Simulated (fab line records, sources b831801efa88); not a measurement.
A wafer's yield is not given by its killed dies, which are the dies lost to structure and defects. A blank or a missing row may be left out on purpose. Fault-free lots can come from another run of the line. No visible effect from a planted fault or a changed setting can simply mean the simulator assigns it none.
Which tool did it?	flow sky130	7 lots (21 wafers sampled), 1 step of a 708-step route

== WHAT THE GAUGES SHOWED, per wafer ==
SKY_SONOS_ONO_THK_MEAS_05.
lot	measured	on	SONOS_ONO_CVD_04_THK (nm)
L500	day 12 11:37	film-metro-04	5.70 5.62 5.59
L503	day 12 17:35	film-metro-04	5.61 5.74 5.72
L504	day 13 06:35	film-metro-03	5.53 5.63 5.61
L511	day 15 22:28	film-metro-03	5.74 5.78 5.82
L516	day 17 07:52	film-metro-02	5.58 5.64 5.64
L519	day 18 23:14	film-metro-03	5.77 5.87 5.81
L522	day 19 11:02	film-metro-04	5.72 5.73 5.80

== WHAT TOOL EACH LOT RAN ON (gives the tool, then ch and the chambers of the sampled wafers, and finally the start) ==
The record shows no process step preceding these readings.

== THE ANSWER, worked out from the rows above alone ==
Rule: the usual values come from the lots themselves. Put in order of their means at a reading, lots are off if they are a third of the lots or fewer, leave a main group of 4 or more, and stand apart from it by a gap of 3 or more times the standard deviation of the main group's means; of several such gaps the widest counts. If all means in a main group match to the digits the tables above print for the reading, that group is not used. Also off: a lot with no number at a reading for which 4 or more lots have one. All remaining lots with rows at the step are treated as sound.
None of the lots is off at any reading shown; this tells nothing.

== WHAT THE SIMULATOR HAD INSERTED ==
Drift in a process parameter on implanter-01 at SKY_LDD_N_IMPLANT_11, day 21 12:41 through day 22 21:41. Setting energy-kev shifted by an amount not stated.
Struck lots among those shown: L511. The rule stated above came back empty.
